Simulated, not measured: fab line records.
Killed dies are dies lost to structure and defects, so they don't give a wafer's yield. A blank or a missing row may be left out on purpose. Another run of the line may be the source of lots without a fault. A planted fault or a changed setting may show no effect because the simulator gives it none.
Struck lot and sound lot, side by side / flow sky130 / 32 steps out of a route of 708
Sound: wafers L860.2, L860.3, L860.6. Struck: wafer L875.1 (left out: L875.4, a lot-mate that was not struck); the cause follows at the end.
Each step with rows lists, per side, the tool, then ch with its chambers, then its first start. Under that, the readings that differ: sound wafers / struck wafers / difference of the means / sigmas: that difference in standard deviations of wafers without a fault.
alike: words and numbers the same on both sides, and readings whose means are apart by under 2 such deviations; not compared: readings that were withheld, readings missing a value for some wafer, numbers with overlapping values and no deviation given by the record, and bounds like >300 which may hide the same value.
A row with sigmas, a row that says differs or no value, or rows on one side alone: a step with any of these is where the two part. Numbers that have no deviation but don't overlap get no sigmas and don't part them. A reading that every wafer of one side lacks parts them only if that side has two wafers or more.

SKY_PWDE_OVL_MEAS_07:
  sound on overlay-01 at day 4 02:47; struck on overlay-02 at day 7 15:57
  alike: PWDE_OVL
following that, these wafers have no rows for 1 step: SKY_PWDE_IMPLANT_08.
SKY_PWDE_STRIP_09: strips in O2/N2.
  sound on plasma-asher-03 ch 0,1, day 4 02:58; struck on plasma-asher-03 ch 0, day 7 16:08
  alike: drypump-motor-current-A, oes-product-au, strip-time-to-endpoint-s
  not compared: rf-hours-counter-h
SKY_PWDE_TW_MEAS_10:
  sound on film-metro-01 at day 4 03:04; struck on film-metro-03 at day 7 16:14
  alike: PWDE_TW
then, 7 steps without rows for these wafers: SKY_NWELL_DEHYDRATE_03 (time 60 s); SKY_NWELL_HMDS_04 (prime time 60 s); SKY_NWELL_COAT_05 (resist thk 3000 nm); SKY_NWELL_SOFTBAKE_06; SKY_NWELL_EXPOSE_07 (exposes mask NWM, target cd 840 nm); SKY_NWELL_PEB_08; SKY_NWELL_DEVELOP_09 (develop time 60 s).
SKY_NWELL_OVL_MEAS_10:
  sound on overlay-01 at day 4 19:29; struck on overlay-01 at day 8 11:58
  alike: NWELL_00_OVL
SKY_NWELL_IMPLANT_11:
  sound on implanter-02 ch 0, day 4 19:32; struck on implanter-02 ch 0, day 8 12:00
  alike: beam-on-s
then, 2 steps without rows for these wafers: SKY_NWELL_IMPLANT_12; SKY_NWELL_IMPLANT_13.
SKY_NWELL_STRIP_14: strips in O2/N2.
  sound on plasma-asher-02 ch 0,1, day 4 19:58; struck on plasma-asher-04 ch 1, day 8 12:27
  alike: drypump-motor-current-A, oes-product-au, strip-time-to-endpoint-s
  not compared: rf-hours-counter-h
SKY_NWELL_TW_MEAS_15:
  sound on film-metro-03 at day 4 20:04; struck on film-metro-02 at day 8 12:33
reading=NWELL_TW; sound=1805 1805 1804; struck=1676; difference=-129; sigmas=-11
then, 7 steps without rows for these wafers: SKY_NWELL_DEHYDRATE_16 (time 60 s); SKY_NWELL_HMDS_17 (prime time 60 s); SKY_NWELL_COAT_18 (resist thk 3000 nm); SKY_NWELL_SOFTBAKE_19; SKY_NWELL_EXPOSE_20 (exposes mask NWM COMPLEMENT, target cd 840 nm); SKY_NWELL_PEB_21; SKY_NWELL_DEVELOP_22 (develop time 60 s).
SKY_NWELL_OVL_MEAS_23:
  sound on overlay-01 at day 5 13:32; struck on overlay-01 at day 9 09:03
  alike: NWELL_01_OVL
following that, these wafers have no rows for 1 step: SKY_NWELL_IMPLANT_24.
SKY_NWELL_STRIP_25: strips in O2/N2.
  sound on plasma-asher-04 ch 0,1, day 5 13:43; struck on plasma-asher-01 ch 0, day 9 09:14
reading=drypump-motor-current-A (A); sound=5.3 5.0 5.3; struck=6.6; difference=+1.4; sigmas=+3
  alike: oes-product-au, strip-time-to-endpoint-s
  not compared: rf-hours-counter-h
SKY_NWELL_TW_MEAS_26:
  sound on film-metro-01 at day 5 13:50; struck on film-metro-02 at day 9 09:20
  alike: NWELL_2_TW
then, 1 step without rows for these wafers: SKY_NWELL_CLEAN_27 (cleans in SC1/SC2, time 150 s).
SKY_NWELL_RTA_28: time 30 s.
  sound on rtp-anneal-01 ch 0, day 5 13:57; struck on rtp-anneal-01 ch 0, day 9 09:26
  alike: lamp-power-pct, wafer_temp_C_max
SKY_NWELL_RS_MEAS_29: measurement is done with a four-point probe.
  sound on film-metro-01 at day 5 14:04; struck on film-metro-01 at day 9 09:32
reading=NWELL_RS (ohm/sq); sound=623.4 626.5 625.3; struck=732.2; difference=+107.1; sigmas=+71
-- the record jumps here: 40 days lie between the struck wafers' starts before and after (it left off in module NWELL and takes up again in module PAD_OPEN, whose first step shown is number 708 of the route) --
SKY_PAD_OPEN_PROBE_99:
  sound on prober-02 at day 46 06:10; struck on prober-02 at day 49 16:43
reading=killed-at-contacts; sound=26 33 25; struck=12; difference=-16; sigmas=-3
reading=model.etest.nfet_16v.r-on-ohm-um; sound=1.39e+04 1.407e+04 1.394e+04; struck=1.649e+04; difference=+2.520e+03; sigmas=
reading=model.etest.pfet_16v.r-on-ohm-um; sound=1.582e+04 1.545e+04 1.542e+04; struck=1.495e+04; difference=-6.133e+02; sigmas=
reading=model.etest.res-nwell.line-ohm-um; sound=1194 1170 1178; struck=1605; difference=+424; sigmas=
reading=model.etest.res-nwell.rs-ohm-sq-range; sound=21.55 20.75 34.26; struck=388.8; difference=+363.3; sigmas=
reading=model.etest.res-nwell.rs-ohm-sq; sound=1018 993.8 997; struck=1294; difference=+291; sigmas=
reading=model.etest.res-nwell.rs-ohm-sq-rim-less-centre; sound=6.99 -0.1225 20.81; struck=-171.9; difference=-181.1; sigmas=
reading=model.etest.tip_p_5v.rs-ohm-sq; sound=2888 2880 2901; struck=2784; difference=-106; sigmas=
reading=model.etest.res-nwell.width-nm (nm); sound=850.8 842.9 845.6; struck=803.2; difference=-43.2; sigmas=
  alike: killed_at_M0_to_M3, killed_at_M4_up, killed-at-front-end, killed-at-other, killed-dies, killed-open, killed-short

## WHERE THEY PART
At SKY_NWELL_TW_MEAS_15 first; at SKY_PAD_OPEN_PROBE_99 last (within this record only).

WHY: whatever the simulator had introduced
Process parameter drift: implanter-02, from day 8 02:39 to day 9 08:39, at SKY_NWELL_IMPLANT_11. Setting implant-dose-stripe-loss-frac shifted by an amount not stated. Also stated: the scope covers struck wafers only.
